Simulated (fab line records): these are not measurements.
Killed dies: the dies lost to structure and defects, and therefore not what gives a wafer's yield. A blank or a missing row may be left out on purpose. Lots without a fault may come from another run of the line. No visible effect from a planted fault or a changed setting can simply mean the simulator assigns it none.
Struck lot and sound lot, side by side / flow sky130 / 18 out of 708 route steps
Sound: these wafers, L831.2, L831.3, L831.5. Struck: wafer L837.2 (L837.1, L837.5, from the same lot, were not struck and are left out); the cause is given at the end.
For every step that has rows: the tool of each side, followed by ch and its chambers, followed by its first start. Under that, the readings that differ: sound wafers / struck wafers / difference of the means / sigmas: that difference in standard deviations of wafers without a fault.
alike: words and numbers the same on both sides, and readings whose means are apart by under 2 such deviations; not compared: readings that were withheld, readings missing a value for some wafer, numbers with overlapping values and no deviation given by the record, and bounds like >300 which may hide the same value.
A row with sigmas, a row that says differs or no value, or rows on one side alone: a step with any of these is where the two part. When numbers do not overlap yet have no deviation, they are printed without sigmas and do not part them. A reading that every wafer of one side lacks parts them only if that side has two wafers or more.

first, 5 steps without rows for these wafers: SKY_VIA4_COAT_06 (resist thk 1140 nm); SKY_VIA4_SOFTBAKE_07 (time 60 s); SKY_VIA4_EXPOSE_08 (exposes mask VIM4, target cd 800 nm); SKY_VIA4_PEB_09; SKY_VIA4_DEVELOP_10 (develop time 60 s).
SKY_VIA4_OVL_MEAS_11:
  sound on overlay-01 at day 44 18:03; struck on overlay-02 at day 46 13:13
  alike: VIA4_OVL
SKY_VIA4_ETCH_12: etches SiO2 in C4F8/O2/Ar, stops on TiN, target depth 580 nm.
  sound on rieDiel-01 ch 1,2, day 44 18:05; struck on rieDiel-01 ch 3, day 46 13:14
  alike: oesProductAu, rfFwdPowerW
SKY_VIA4_STRIP_13: strips in O2/N2.
  sound on plasmaAsher-04 ch 0,1, day 44 18:09; struck on plasmaAsher-02 ch 0, day 46 13:19
  alike: drypumpMotorCurrentA, oesProductAu, stripTimeToEndpointS
  not compared: rfHoursCounterH
then, 3 steps without rows for these wafers: SKY_VIA4_STRIP_14 (strips in post etch residue remover, time 1200 s); SKY_VIA4_CLEAN_15 (cleans in IPA, time 180 s); SKY_VIA4_CLEAN_16 (cleans in O3/DIW).
SKY_VIA4_SPUTTER_17: material TiN, target thk 20 nm, time 80 s.
  sound on pvdSputter-04 at day 44 18:46; struck on pvdSputter-04 at day 46 14:26
  alike: throttleValvePct
SKY_VIA4_CVD_18: deposits W, target thk 505 nm, time 152.14 s.
  sound on cvdW-01 ch 0,1, day 44 18:50; struck on cvdW-01 ch 0, day 46 14:30
reading=susceptorTempC (C); sound=399.93 400.37 399.76; struck=390.53; difference=-9.49; sigmas=-50
reading=model.W_of_VIA4_CVD_18.thkNm (nm); sound=505.4 499.7 508.5; struck=428.5; difference=-76.0; sigmas=
  alike: heaterPowerW
  not compared: sinceWetCleanH
SKY_VIA4_RS_MEAS_19: measurement is done with a four-point probe.
  sound on filmMetro-03 at day 44 19:01; struck on filmMetro-03 at day 46 14:40
reading=VIA4_W_RS (ohm/sq); sound=0.2262 0.2292 0.2254; struck=0.2672; difference=+0.0403; sigmas=+18
SKY_VIA4_THK_MEAS_20: measures by xrf.
  sound on filmMetro-03 at day 44 19:07; struck on filmMetro-03 at day 46 14:47
reading=VIA4_W_THK (nm); sound=495 490 500; struck=421; difference=-74; sigmas=-14
SKY_VIA4_CMP_21: polishes, stops on SiO2, t overpolish 25 s, target thk 0 nm.
  sound on cmp-02 ch 0,3, day 44 19:13; struck on cmp-01 ch 3, day 46 14:59
reading=timeToEndpointS (s); sound=126 120 122; struck=111; difference=-12; sigmas=-2
  alike: motorCurrentA
SKY_METAL5_SPUTTER_00: material Ti, target thk 15 nm, time 10 s.
  sound on pvdSputter-04 at day 44 19:28; struck on pvdSputter-04 at day 46 15:11
  alike: throttleValvePct
next, for these wafers, 1 step has no rows: SKY_PAD_OPEN_PROBE_99.

WHERE THEY PART
First at SKY_VIA4_CVD_18; last, within this record, at SKY_VIA4_CMP_21. Later steps at which nothing parts them and some readings are alike: SKY_METAL5_SPUTTER_00.

WHY: whatever the simulator had introduced
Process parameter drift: cvdW-01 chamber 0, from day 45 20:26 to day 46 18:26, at SKY_VIA4_CVD_18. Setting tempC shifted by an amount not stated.
